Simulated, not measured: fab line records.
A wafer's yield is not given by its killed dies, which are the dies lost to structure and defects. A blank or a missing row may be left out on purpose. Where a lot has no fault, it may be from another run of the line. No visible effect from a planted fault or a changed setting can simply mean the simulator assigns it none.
Split-lot study / flow gf180mcu / 5 lots, 23 wafers read, on a route of 602 steps

THE SPLIT ITSELF
At GF_CONTACT_SPUTTER_22 (material Ti, target thk 15 nm, time 80.02 s), the setting timeS was moved away from the recipe's 80.02 s on 6 of the 23 wafers read, by -8.8% to +12.4%. The other wafers ran this setting at the recipe's value.

The reading is taken at the split's own step.

THE READING
Ti_of_CONTACT_SPUTTER_22.thkNm (the simulator's own value, which no gauge read), in nm, at GF_CONTACT_SPUTTER_22 (material Ti, target thk 15 nm, time 80.02 s). The file does not state a usual value for it. The 17 wafers here that ran the recipe average 15.09 nm, standard deviation 0.11 nm.

wafer=L075.1; tool, chamber at the split=pvdSputter-02, -; timeS as run, s=80.02; against the recipe=recipe; Ti_of_CONTACT_SPUTTER_22.thkNm, nm=15.14; against lot-mates on the recipe=-
wafer=L075.2; tool, chamber at the split=pvdSputter-02, -; timeS as run, s=72.95; against the recipe=-8.8%; Ti_of_CONTACT_SPUTTER_22.thkNm, nm=13.98; against lot-mates on the recipe=-1.10
wafer=L075.3; tool, chamber at the split=pvdSputter-02, -; timeS as run, s=72.95; against the recipe=-8.8%; Ti_of_CONTACT_SPUTTER_22.thkNm, nm=13.91; against lot-mates on the recipe=-1.17
wafer=L075.5; tool, chamber at the split=pvdSputter-02, -; timeS as run, s=80.02; against the recipe=recipe; Ti_of_CONTACT_SPUTTER_22.thkNm, nm=15.22; against lot-mates on the recipe=-
wafer=L075.6; tool, chamber at the split=pvdSputter-02, -; timeS as run, s=80.02; against the recipe=recipe; Ti_of_CONTACT_SPUTTER_22.thkNm, nm=14.87; against lot-mates on the recipe=-
wafer=L077.1; tool, chamber at the split=pvdSputter-03, -; timeS as run, s=80.02; against the recipe=recipe; Ti_of_CONTACT_SPUTTER_22.thkNm, nm=15.07; against lot-mates on the recipe=-
wafer=L077.2; tool, chamber at the split=pvdSputter-03, -; timeS as run, s=80.02; against the recipe=recipe; Ti_of_CONTACT_SPUTTER_22.thkNm, nm=14.95; against lot-mates on the recipe=-
wafer=L077.5; tool, chamber at the split=pvdSputter-03, -; timeS as run, s=80.02; against the recipe=recipe; Ti_of_CONTACT_SPUTTER_22.thkNm, nm=15.1; against lot-mates on the recipe=-
wafer=L082.1; tool, chamber at the split=pvdSputter-03, -; timeS as run, s=80.02; against the recipe=recipe; Ti_of_CONTACT_SPUTTER_22.thkNm, nm=15.08; against lot-mates on the recipe=-
wafer=L082.2; tool, chamber at the split=pvdSputter-03, -; timeS as run, s=80.02; against the recipe=recipe; Ti_of_CONTACT_SPUTTER_22.thkNm, nm=15.22; against lot-mates on the recipe=-
wafer=L082.4; tool, chamber at the split=pvdSputter-03, -; timeS as run, s=80.02; against the recipe=recipe; Ti_of_CONTACT_SPUTTER_22.thkNm, nm=14.9; against lot-mates on the recipe=-
wafer=L082.5; tool, chamber at the split=pvdSputter-03, -; timeS as run, s=80.02; against the recipe=recipe; Ti_of_CONTACT_SPUTTER_22.thkNm, nm=15.1; against lot-mates on the recipe=-
wafer=L082.6; tool, chamber at the split=pvdSputter-03, -; timeS as run, s=80.02; against the recipe=recipe; Ti_of_CONTACT_SPUTTER_22.thkNm, nm=15.21; against lot-mates on the recipe=-
wafer=L083.1; tool, chamber at the split=pvdSputter-03, -; timeS as run, s=80.02; against the recipe=recipe; Ti_of_CONTACT_SPUTTER_22.thkNm, nm=15.02; against lot-mates on the recipe=-
wafer=L083.2; tool, chamber at the split=pvdSputter-03, -; timeS as run, s=80.02; against the recipe=recipe; Ti_of_CONTACT_SPUTTER_22.thkNm, nm=15.17; against lot-mates on the recipe=-
wafer=L083.3; tool, chamber at the split=pvdSputter-03, -; timeS as run, s=86.31; against the recipe=+7.9%; Ti_of_CONTACT_SPUTTER_22.thkNm, nm=16.07; against lot-mates on the recipe=+0.95
wafer=L083.5; tool, chamber at the split=pvdSputter-03, -; timeS as run, s=80.02; against the recipe=recipe; Ti_of_CONTACT_SPUTTER_22.thkNm, nm=15.18; against lot-mates on the recipe=-
wafer=L083.6; tool, chamber at the split=pvdSputter-03, -; timeS as run, s=86.31; against the recipe=+7.9%; Ti_of_CONTACT_SPUTTER_22.thkNm, nm=16.27; against lot-mates on the recipe=+1.15
wafer=L084.1; tool, chamber at the split=pvdSputter-01, -; timeS as run, s=80.02; against the recipe=recipe; Ti_of_CONTACT_SPUTTER_22.thkNm, nm=15.18; against lot-mates on the recipe=-
wafer=L084.3; tool, chamber at the split=pvdSputter-01, -; timeS as run, s=80.02; against the recipe=recipe; Ti_of_CONTACT_SPUTTER_22.thkNm, nm=14.96; against lot-mates on the recipe=-
wafer=L084.4; tool, chamber at the split=pvdSputter-01, -; timeS as run, s=89.98; against the recipe=+12.4%; Ti_of_CONTACT_SPUTTER_22.thkNm, nm=16.79; against lot-mates on the recipe=+1.71
wafer=L084.5; tool, chamber at the split=pvdSputter-01, -; timeS as run, s=89.98; against the recipe=+12.4%; Ti_of_CONTACT_SPUTTER_22.thkNm, nm=16.95; against lot-mates on the recipe=+1.87
wafer=L084.6; tool, chamber at the split=pvdSputter-01, -; timeS as run, s=80.02; against the recipe=recipe; Ti_of_CONTACT_SPUTTER_22.thkNm, nm=15.09; against lot-mates on the recipe=-

THE FIT
A straight line over all 23 wafers: Ti_of_CONTACT_SPUTTER_22.thkNm changes by +0.138 nm for each +1% of timeS; r = +0.99; the points scatter about the line by 0.11 nm.
The same after taking each lot's own level away (the mean of its wafers on the recipe; 23 wafers): +0.137 nm for each +1%; r = +0.99; scatter 0.11 nm.
According to that fit, moving timeS by its largest amount changes the reading by 1.7 nm.
The lots' own levels span 15.040 to 15.123 nm, that is 0.8 times the standard deviation above.
So the lot-to-lot level changes the slope little: the two slopes agree.
Check: for one of the wafers moved furthest among these (+12.4%), held out of the fit, the line's prediction against its lot-mates is +1.72 nm. It came out at +1.71 nm against them.

ADDITIONAL SPLITS CARRIED BY THESE WAFERS
These wafers also went through other splits before the reading. Each is held against what the fit with the lots' levels taken away leaves over:
other split on the same wafers=GF_HV_LDD_IMPLANT_09 doseCm2; wafers away from the commonest value=5; r with Ti_of_CONTACT_SPUTTER_22.thkNm (lot level and that fit taken away)=+0.38
other split on the same wafers=GF_HV_LDD_DEVELOP_18 developTimeS; wafers away from the commonest value=7; r with Ti_of_CONTACT_SPUTTER_22.thkNm (lot level and that fit taken away)=+0.08
other split on the same wafers=GF_HV_LDD_IMPLANT_21 energyKev; wafers away from the commonest value=4; r with Ti_of_CONTACT_SPUTTER_22.thkNm (lot level and that fit taken away)=-0.04
other split on the same wafers=GF_HV_LDD_SOFTBAKE_27 timeS; wafers away from the commonest value=7; r with Ti_of_CONTACT_SPUTTER_22.thkNm (lot level and that fit taken away)=+0.04
other split on the same wafers=GF_NSD_COAT_02 resistThkNm; wafers away from the commonest value=4; r with Ti_of_CONTACT_SPUTTER_22.thkNm (lot level and that fit taken away)=+0.11
other split on the same wafers=GF_PSD_DEVELOP_06 developTimeS; wafers away from the commonest value=7; r with Ti_of_CONTACT_SPUTTER_22.thkNm (lot level and that fit taken away)=+0.06
other split on the same wafers=GF_PSD_STRIP_10 o2FlowSccm; wafers away from the commonest value=5; r with Ti_of_CONTACT_SPUTTER_22.thkNm (lot level and that fit taken away)=-0.06
other split on the same wafers=GF_SAB_DEVELOP_08 developTimeS; wafers away from the commonest value=10; r with Ti_of_CONTACT_SPUTTER_22.thkNm (lot level and that fit taken away)=-0.46

THE FILE'S OWN FIT
Ti_of_CONTACT_SPUTTER_22.thkNm changes by +0.138 nm for each +1% of timeS, r = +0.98.
